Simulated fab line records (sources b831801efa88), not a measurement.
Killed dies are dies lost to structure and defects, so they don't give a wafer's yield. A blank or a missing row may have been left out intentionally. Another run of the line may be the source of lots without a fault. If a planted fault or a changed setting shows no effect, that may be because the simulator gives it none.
Which of the tools did it? || flow sky130 || 13 lots with 39 wafers sampled at 6 steps, on a route of 708 steps

## WHAT THE GAUGES SHOWED, per wafer
SKY_LDD_HVN_TW_MEAS_10.
{"lot": "L272", "measured": "day 20 08:02", "on": "film metro-01", "LDD_HVN_TW": "1434 1435 1435"}
{"lot": "L274", "measured": "day 21 02:56", "on": "film metro-01", "LDD_HVN_TW": "1434 1446 1446"}
{"lot": "L278", "measured": "day 23 05:12", "on": "film metro-04", "LDD_HVN_TW": "1448 1453 1451"}
{"lot": "L279", "measured": "day 23 09:26", "on": "film metro-04", "LDD_HVN_TW": "1449 1444 1439"}
{"lot": "L280", "measured": "day 23 14:14", "on": "film metro-01", "LDD_HVN_TW": "1442 1439 1446"}
{"lot": "L281", "measured": "day 23 18:43", "on": "film metro-01", "LDD_HVN_TW": "1439 1443 1435"}
{"lot": "L282", "measured": "day 24 02:20", "on": "film metro-01", "LDD_HVN_TW": "1431 1435 1437"}
{"lot": "L283", "measured": "day 24 22:58", "on": "film metro-04", "LDD_HVN_TW": "1446 1441 1446"}
{"lot": "L285", "measured": "day 25 16:39", "on": "film metro-04", "LDD_HVN_TW": "1454 1442 1449"}
{"lot": "L287", "measured": "day 26 03:11", "on": "film metro-04", "LDD_HVN_TW": "533 533 532"}
{"lot": "L293", "measured": "day 27 20:26", "on": "film metro-01", "LDD_HVN_TW": "1455 1445 1452"}
{"lot": "L294", "measured": "day 28 02:41", "on": "film metro-02", "LDD_HVN_TW": "1422 1418 1426"}
{"lot": "L295", "measured": "day 28 16:27", "on": "film metro-01", "LDD_HVN_TW": "1439 1435 1432"}

SKY_LDD_HVP_TW_MEAS_10.
{"lot": "L272", "measured": "day 21 14:56", "on": "film metro-01", "LDD_HVP_TW": "456.9 456.6 456.7"}
{"lot": "L274", "measured": "day 22 10:31", "on": "film metro-01", "LDD_HVP_TW": "457.3 457.1 456.1"}
{"lot": "L278", "measured": "day 24 10:48", "on": "film metro-01", "LDD_HVP_TW": "458.3 455.1 458.2"}
{"lot": "L279", "measured": "day 24 15:50", "on": "film metro-04", "LDD_HVP_TW": "458.0 457.3 458.6"}
{"lot": "L280", "measured": "day 24 20:10", "on": "film metro-01", "LDD_HVP_TW": "456.1 455.1 457.3"}
{"lot": "L281", "measured": "day 25 00:48", "on": "film metro-04", "LDD_HVP_TW": "459.2 458.9 458.2"}
{"lot": "L282", "measured": "day 25 08:14", "on": "film metro-04", "LDD_HVP_TW": "460.5 458.5 459.7"}
{"lot": "L283", "measured": "day 26 04:06", "on": "film metro-04", "LDD_HVP_TW": "458.2 459.3 460.0"}
{"lot": "L285", "measured": "day 26 21:19", "on": "film metro-01", "LDD_HVP_TW": "456.8 456.0 456.3"}
{"lot": "L287", "measured": "day 27 08:33", "on": "film metro-03", "LDD_HVP_TW": "460.3 460.1 461.1"}
{"lot": "L293", "measured": "day 28 23:19", "on": "film metro-03", "LDD_HVP_TW": "459.1 458.6 458.5"}
{"lot": "L294", "measured": "day 29 05:34", "on": "film metro-03", "LDD_HVP_TW": "457.4 459.3 458.9"}
{"lot": "L295", "measured": "day 29 18:54", "on": "film metro-04", "LDD_HVP_TW": "457.5 457.5 456.7"}

## TOOL THAT RAN EACH LOT (tool first, then ch and the chambers of the sampled wafers, then the start)
{"lot": "L272", "SKY_POLY_GATE_ETCH_17": "rie si-02 ch 0,3, day 16 11:11", "SKY_LDD_N_STRIP_16": "plasma asher-03 ch 0,1, day 17 18:21", "SKY_LDD_P_STRIP_10": "plasma asher-04 ch 0,1, day 19 00:50", "SKY_LDD_HVN_STRIP_09": "plasma asher-02 ch 0,1, day 20 07:56"}
{"lot": "L274", "SKY_POLY_GATE_ETCH_17": "rie si-01 ch 1,2,3, day 17 05:04", "SKY_LDD_N_STRIP_16": "plasma asher-02 ch 0,1, day 18 13:44", "SKY_LDD_P_STRIP_10": "plasma asher-01 ch 0,1, day 19 20:33", "SKY_LDD_HVN_STRIP_09": "plasma asher-04 ch 0,1, day 21 02:50"}
{"lot": "L278", "SKY_POLY_GATE_ETCH_17": "rie si-02 ch 1,2, day 18 23:57", "SKY_LDD_N_STRIP_16": "plasma asher-03 ch 0,1, day 20 16:16", "SKY_LDD_P_STRIP_10": "plasma asher-03 ch 0,1, day 21 22:47", "SKY_LDD_HVN_STRIP_09": "plasma asher-04 ch 0,1, day 23 05:07"}
{"lot": "L279", "SKY_POLY_GATE_ETCH_17": "rie si-02 ch 0,1,2, day 19 09:13", "SKY_LDD_N_STRIP_16": "plasma asher-03 ch 0,1, day 20 20:08", "SKY_LDD_P_STRIP_10": "plasma asher-03 ch 0, day 22 03:00", "SKY_LDD_HVN_STRIP_09": "plasma asher-02 ch 0, day 23 09:20"}
{"lot": "L280", "SKY_POLY_GATE_ETCH_17": "rie si-01 ch 1,3, day 19 13:25", "SKY_LDD_N_STRIP_16": "plasma asher-03 ch 0,1, day 21 00:44", "SKY_LDD_P_STRIP_10": "plasma asher-03 ch 0, day 22 07:27", "SKY_LDD_HVN_STRIP_09": "plasma asher-04 ch 0, day 23 14:07"}
{"lot": "L281", "SKY_POLY_GATE_ETCH_17": "rie si-02 ch 0,1, day 19 20:56", "SKY_LDD_N_STRIP_16": "plasma asher-01 ch 0,1, day 21 06:03", "SKY_LDD_P_STRIP_10": "plasma asher-04 ch 0,1, day 22 12:30", "SKY_LDD_HVN_STRIP_09": "plasma asher-01 ch 0,1, day 23 18:37"}
{"lot": "L282", "SKY_POLY_GATE_ETCH_17": "rie si-02 ch 0,2, day 20 05:44", "SKY_LDD_N_STRIP_16": "plasma asher-03 ch 0,1, day 21 14:53", "SKY_LDD_P_STRIP_10": "plasma asher-03 ch 0,1, day 22 21:03", "SKY_LDD_HVN_STRIP_09": "plasma asher-04 ch 0,1, day 24 02:13"}
{"lot": "L283", "SKY_POLY_GATE_ETCH_17": "rie si-01 ch 0,3, day 21 02:09", "SKY_LDD_N_STRIP_16": "plasma asher-03 ch 0,1, day 22 11:34", "SKY_LDD_P_STRIP_10": "plasma asher-01 ch 0,1, day 23 17:41", "SKY_LDD_HVN_STRIP_09": "plasma asher-01 ch 0,1, day 24 22:53"}
{"lot": "L285", "SKY_POLY_GATE_ETCH_17": "rie si-01 ch 1,2,3, day 21 20:18", "SKY_LDD_N_STRIP_16": "plasma asher-03 ch 0,1, day 23 05:02", "SKY_LDD_P_STRIP_10": "plasma asher-04 ch 0,1, day 24 10:45", "SKY_LDD_HVN_STRIP_09": "plasma asher-04 ch 0,1, day 25 16:33"}
{"lot": "L287", "SKY_POLY_GATE_ETCH_17": "rie si-01 ch 1,2,3, day 22 05:47", "SKY_LDD_N_STRIP_16": "plasma asher-02 ch 0,1, day 23 14:43", "SKY_LDD_P_STRIP_10": "plasma asher-04 ch 0,1, day 24 21:05", "SKY_LDD_HVN_STRIP_09": "plasma asher-04 ch 0,1, day 26 03:05"}
{"lot": "L293", "SKY_POLY_GATE_ETCH_17": "rie si-01 ch 0,2,3, day 24 01:00", "SKY_LDD_N_STRIP_16": "plasma asher-02 ch 0,1, day 25 09:29", "SKY_LDD_P_STRIP_10": "plasma asher-01 ch 0,1, day 26 14:57", "SKY_LDD_HVN_STRIP_09": "plasma asher-01 ch 0,1, day 27 20:20"}
{"lot": "L294", "SKY_POLY_GATE_ETCH_17": "rie si-02 ch 0,1,3, day 24 07:58", "SKY_LDD_N_STRIP_16": "plasma asher-02 ch 0,1, day 25 16:24", "SKY_LDD_P_STRIP_10": "plasma asher-01 ch 0,1, day 26 21:36", "SKY_LDD_HVN_STRIP_09": "plasma asher-01 ch 0,1, day 28 02:35"}
{"lot": "L295", "SKY_POLY_GATE_ETCH_17": "rie si-01 ch 1,2,3, day 24 20:47", "SKY_LDD_N_STRIP_16": "plasma asher-01 ch 0,1, day 26 06:56", "SKY_LDD_P_STRIP_10": "plasma asher-03 ch 0,1, day 27 12:29", "SKY_LDD_HVN_STRIP_09": "plasma asher-04 ch 0,1, day 28 16:22"}
- SKY_POLY_GATE_ETCH_17: etches poly-Si in HBr/Cl2, stops on SiO2, target depth 180 nm, time 70.5 s.
- SKY_LDD_N_STRIP_16: strips in O2/N2.
- SKY_LDD_P_STRIP_10: strips in O2/N2.
- SKY_LDD_HVN_STRIP_09: strips in O2/N2.

## AS READ BY THE TOOLS THEMSELVES (means over the sampled wafers that have a number; for cases with no such wafer, the mark the record gives instead)
SKY_POLY_GATE_ETCH_17.
{"lot": "L272", "tool": "rie si-02", "drypump motor current A (A)": 6.0, "oes product au (a.u.)": 0.986, "rf fwd power W (W)": 396.5, "throttle valve pct (%)": 33.684}
{"lot": "L274", "tool": "rie si-01", "drypump motor current A (A)": 5.8, "oes product au (a.u.)": 0.984, "rf fwd power W (W)": 396.7, "throttle valve pct (%)": 33.688}
{"lot": "L278", "tool": "rie si-02", "drypump motor current A (A)": 5.6, "oes product au (a.u.)": 0.987, "rf fwd power W (W)": 396.6, "throttle valve pct (%)": 33.682}
{"lot": "L279", "tool": "rie si-02", "drypump motor current A (A)": 5.5, "oes product au (a.u.)": 0.980, "rf fwd power W (W)": 397.0, "throttle valve pct (%)": 33.691}
{"lot": "L280", "tool": "rie si-01", "drypump motor current A (A)": 6.0, "oes product au (a.u.)": 0.977, "rf fwd power W (W)": 395.7, "throttle valve pct (%)": 33.686}
{"lot": "L281", "tool": "rie si-02", "drypump motor current A (A)": 5.9, "oes product au (a.u.)": 0.981, "rf fwd power W (W)": 398.2, "throttle valve pct (%)": 33.683}
{"lot": "L282", "tool": "rie si-02", "drypump motor current A (A)": 5.2, "oes product au (a.u.)": 0.988, "rf fwd power W (W)": 397.3, "throttle valve pct (%)": 33.685}
{"lot": "L283", "tool": "rie si-01", "drypump motor current A (A)": 5.3, "oes product au (a.u.)": 0.986, "rf fwd power W (W)": 397.3, "throttle valve pct (%)": 33.686}
{"lot": "L285", "tool": "rie si-01", "drypump motor current A (A)": 5.8, "oes product au (a.u.)": 0.986, "rf fwd power W (W)": 397.1, "throttle valve pct (%)": 33.677}
{"lot": "L287", "tool": "rie si-01", "drypump motor current A (A)": 5.8, "oes product au (a.u.)": 0.983, "rf fwd power W (W)": 395.8, "throttle valve pct (%)": 33.679}
{"lot": "L293", "tool": "rie si-01", "drypump motor current A (A)": 5.5, "oes product au (a.u.)": 0.984, "rf fwd power W (W)": 397.6, "throttle valve pct (%)": 33.682}
{"lot": "L294", "tool": "rie si-02", "drypump motor current A (A)": 6.0, "oes product au (a.u.)": 0.981, "rf fwd power W (W)": 397.2, "throttle valve pct (%)": 33.684}
{"lot": "L295", "tool": "rie si-01", "drypump motor current A (A)": 5.8, "oes product au (a.u.)": 0.990, "rf fwd power W (W)": 396.2, "throttle valve pct (%)": 33.686}

SKY_LDD_N_STRIP_16.
{"lot": "L272", "tool": "plasma asher-03", "drypump motor current A (A)": 5.7, "n2 flow sccm (sccm)": 300.5, "oes product au (a.u.)": 0.408, "strip time to endpoint s (s)": 4.300}
{"lot": "L274", "tool": "plasma asher-02", "drypump motor current A (A)": 6.2, "n2 flow sccm (sccm)": 299.5, "oes product au (a.u.)": 0.406, "strip time to endpoint s (s)": 4.301}
{"lot": "L278", "tool": "plasma asher-03", "drypump motor current A (A)": 5.7, "n2 flow sccm (sccm)": 300.5, "oes product au (a.u.)": 0.403, "strip time to endpoint s (s)": 4.304}
{"lot": "L279", "tool": "plasma asher-03", "drypump motor current A (A)": 5.7, "n2 flow sccm (sccm)": 300.2, "oes product au (a.u.)": 0.408, "strip time to endpoint s (s)": 4.315}
{"lot": "L280", "tool": "plasma asher-03", "drypump motor current A (A)": 5.7, "n2 flow sccm (sccm)": 299.3, "oes product au (a.u.)": 0.405, "strip time to endpoint s (s)": 4.303}
{"lot": "L281", "tool": "plasma asher-01", "drypump motor current A (A)": 6.1, "n2 flow sccm (sccm)": 300.3, "oes product au (a.u.)": 0.408, "strip time to endpoint s (s)": 4.303}
{"lot": "L282", "tool": "plasma asher-03", "drypump motor current A (A)": 5.3, "n2 flow sccm (sccm)": 300.5, "oes product au (a.u.)": 0.416, "strip time to endpoint s (s)": 4.334}
{"lot": "L283", "tool": "plasma asher-03", "drypump motor current A (A)": 5.7, "n2 flow sccm (sccm)": 300.0, "oes product au (a.u.)": 0.409, "strip time to endpoint s (s)": 4.330}
{"lot": "L285", "tool": "plasma asher-03", "drypump motor current A (A)": 5.3, "n2 flow sccm (sccm)": 300.3, "oes product au (a.u.)": 0.407, "strip time to endpoint s (s)": 4.310}
{"lot": "L287", "tool": "plasma asher-02", "drypump motor current A (A)": 6.2, "n2 flow sccm (sccm)": 300.4, "oes product au (a.u.)": 0.407, "strip time to endpoint s (s)": 4.314}
{"lot": "L293", "tool": "plasma asher-02", "drypump motor current A (A)": 6.2, "n2 flow sccm (sccm)": 299.5, "oes product au (a.u.)": 0.404, "strip time to endpoint s (s)": 4.326}
{"lot": "L294", "tool": "plasma asher-02", "drypump motor current A (A)": 6.2, "n2 flow sccm (sccm)": 299.2, "oes product au (a.u.)": 0.407, "strip time to endpoint s (s)": 4.325}
{"lot": "L295", "tool": "plasma asher-01", "drypump motor current A (A)": 5.9, "n2 flow sccm (sccm)": 299.8, "oes product au (a.u.)": 0.405, "strip time to endpoint s (s)": 4.311}

SKY_LDD_P_STRIP_10.
{"lot": "L272", "tool": "plasma asher-04", "drypump motor current A (A)": 5.6, "n2 flow sccm (sccm)": 299.9, "oes product au (a.u.)": 0.718, "strip time to endpoint s (s)": 14.15}
{"lot": "L274", "tool": "plasma asher-01", "drypump motor current A (A)": 6.2, "n2 flow sccm (sccm)": 300.0, "oes product au (a.u.)": 0.717, "strip time to endpoint s (s)": 14.17}
{"lot": "L278", "tool": "plasma asher-03", "drypump motor current A (A)": 5.3, "n2 flow sccm (sccm)": 299.7, "oes product au (a.u.)": 0.715, "strip time to endpoint s (s)": 14.20}
{"lot": "L279", "tool": "plasma asher-03", "drypump motor current A (A)": 5.0, "n2 flow sccm (sccm)": 299.5, "oes product au (a.u.)": 0.714, "strip time to endpoint s (s)": 14.17}
{"lot": "L280", "tool": "plasma asher-03", "drypump motor current A (A)": 5.0, "n2 flow sccm (sccm)": 300.4, "oes product au (a.u.)": 0.713, "strip time to endpoint s (s)": 14.21}
{"lot": "L281", "tool": "plasma asher-04", "drypump motor current A (A)": 6.0, "n2 flow sccm (sccm)": 300.1, "oes product au (a.u.)": 0.715, "strip time to endpoint s (s)": 14.23}
{"lot": "L282", "tool": "plasma asher-03", "drypump motor current A (A)": 5.3, "n2 flow sccm (sccm)": 299.7, "oes product au (a.u.)": 0.716, "strip time to endpoint s (s)": 14.22}
{"lot": "L283", "tool": "plasma asher-01", "drypump motor current A (A)": 5.9, "n2 flow sccm (sccm)": 299.8, "oes product au (a.u.)": 0.716, "strip time to endpoint s (s)": 14.24}
{"lot": "L285", "tool": "plasma asher-04", "drypump motor current A (A)": 6.0, "n2 flow sccm (sccm)": 300.1, "oes product au (a.u.)": 0.719, "strip time to endpoint s (s)": 14.18}
{"lot": "L287", "tool": "plasma asher-04", "drypump motor current A (A)": 5.9, "n2 flow sccm (sccm)": 300.8, "oes product au (a.u.)": 0.950, "strip time to endpoint s (s)": "-"}
{"lot": "L293", "tool": "plasma asher-01", "drypump motor current A (A)": 6.2, "n2 flow sccm (sccm)": 299.6, "oes product au (a.u.)": 0.713, "strip time to endpoint s (s)": 14.17}
{"lot": "L294", "tool": "plasma asher-01", "drypump motor current A (A)": 5.9, "n2 flow sccm (sccm)": 299.6, "oes product au (a.u.)": 0.715, "strip time to endpoint s (s)": 14.20}
{"lot": "L295", "tool": "plasma asher-03", "drypump motor current A (A)": 5.3, "n2 flow sccm (sccm)": 298.6, "oes product au (a.u.)": 0.717, "strip time to endpoint s (s)": 14.24}

SKY_LDD_HVN_STRIP_09.
{"lot": "L272", "tool": "plasma asher-02", "drypump motor current A (A)": 5.7, "n2 flow sccm (sccm)": 300.5, "oes product au (a.u.)": 0.409, "strip time to endpoint s (s)": 4.126}
{"lot": "L274", "tool": "plasma asher-04", "drypump motor current A (A)": 5.9, "n2 flow sccm (sccm)": 299.2, "oes product au (a.u.)": 0.407, "strip time to endpoint s (s)": 4.142}
{"lot": "L278", "tool": "plasma asher-04", "drypump motor current A (A)": 5.7, "n2 flow sccm (sccm)": 300.4, "oes product au (a.u.)": 0.411, "strip time to endpoint s (s)": 4.121}
{"lot": "L279", "tool": "plasma asher-02", "drypump motor current A (A)": 5.3, "n2 flow sccm (sccm)": 300.1, "oes product au (a.u.)": 0.409, "strip time to endpoint s (s)": 4.139}
{"lot": "L280", "tool": "plasma asher-04", "drypump motor current A (A)": 5.3, "n2 flow sccm (sccm)": 301.3, "oes product au (a.u.)": 0.409, "strip time to endpoint s (s)": 4.111}
{"lot": "L281", "tool": "plasma asher-01", "drypump motor current A (A)": 5.9, "n2 flow sccm (sccm)": 299.6, "oes product au (a.u.)": 0.409, "strip time to endpoint s (s)": 4.138}
{"lot": "L282", "tool": "plasma asher-04", "drypump motor current A (A)": 5.7, "n2 flow sccm (sccm)": 300.1, "oes product au (a.u.)": 0.406, "strip time to endpoint s (s)": 4.134}
{"lot": "L283", "tool": "plasma asher-01", "drypump motor current A (A)": 6.2, "n2 flow sccm (sccm)": 300.6, "oes product au (a.u.)": 0.408, "strip time to endpoint s (s)": 4.130}
{"lot": "L285", "tool": "plasma asher-04", "drypump motor current A (A)": 6.0, "n2 flow sccm (sccm)": 299.2, "oes product au (a.u.)": 0.407, "strip time to endpoint s (s)": 4.130}
{"lot": "L287", "tool": "plasma asher-04", "drypump motor current A (A)": 5.6, "n2 flow sccm (sccm)": 300.4, "oes product au (a.u.)": 0.507, "strip time to endpoint s (s)": 6.507}
{"lot": "L293", "tool": "plasma asher-01", "drypump motor current A (A)": 6.1, "n2 flow sccm (sccm)": 300.3, "oes product au (a.u.)": 0.402, "strip time to endpoint s (s)": 4.138}
{"lot": "L294", "tool": "plasma asher-01", "drypump motor current A (A)": 5.9, "n2 flow sccm (sccm)": 299.9, "oes product au (a.u.)": 0.410, "strip time to endpoint s (s)": 4.134}
{"lot": "L295", "tool": "plasma asher-04", "drypump motor current A (A)": 5.9, "n2 flow sccm (sccm)": 299.7, "oes product au (a.u.)": 0.401, "strip time to endpoint s (s)": 4.141}

## THE ANSWER, worked out from the rows above alone
Rule: what is usual is taken from the lots themselves. The widest of any qualifying gaps counts: lots, ordered by their means at a reading, are off when they make up no more than a third of the lots, leave a main group of 4 or more, and stand apart from it by 3 or more times the standard deviation of that group's means. A main group is skipped when, at the precision printed for the reading in the tables above, its means are all equal. Also off: a lot with no number at a reading for which 4 or more lots have one. The other lots that the step has rows for count as sound. After the gauges, taken in route order, come the tools' own readings; for these a lot's mean is taken, as printed above. The first step at which some lot is off is used, and at that step the reading that is off furthest; a lot without a number counts as furthest.
Off: at SKY_LDD_HVN_TW_MEAS_10 (LDD_HVN_TW), L287. For the main group the mean is 1441 and the standard deviation 7.9.
A tool fits if, at a process step before that reading, it ran every lot that is off, and no sound lot after the first of them. Not tried: the gauges at SKY_LDD_HVN_TW_MEAS_10; whatever is off there is also off at SKY_LDD_P_STRIP_10, on other tools, and gauge error can't account for it. One fits: SKY_LDD_P_STRIP_10 on plasma asher-04. Its last sound lot is L285 (day 24 10:45), its first lot that is off L287 (day 24 21:05): a fault that began between those two fits.
On the lots that are off, the tool's own readings at SKY_LDD_P_STRIP_10 differ by more than 5 times the standard deviation of the sound lots' means, which bears it out; oes product au reads 0.950 a.u. there versus 0.716 a.u. on the sound lots.
Blank at SKY_LDD_P_STRIP_10 on the lots that are off, where sound lots have numbers: strip time to endpoint s.

## WHAT THE SIMULATOR HAD PUT IN
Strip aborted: plasma asher-04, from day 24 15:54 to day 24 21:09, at SKY_LDD_P_STRIP_10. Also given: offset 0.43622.
Shown lots that were struck: L287. The same result came from the rule above.
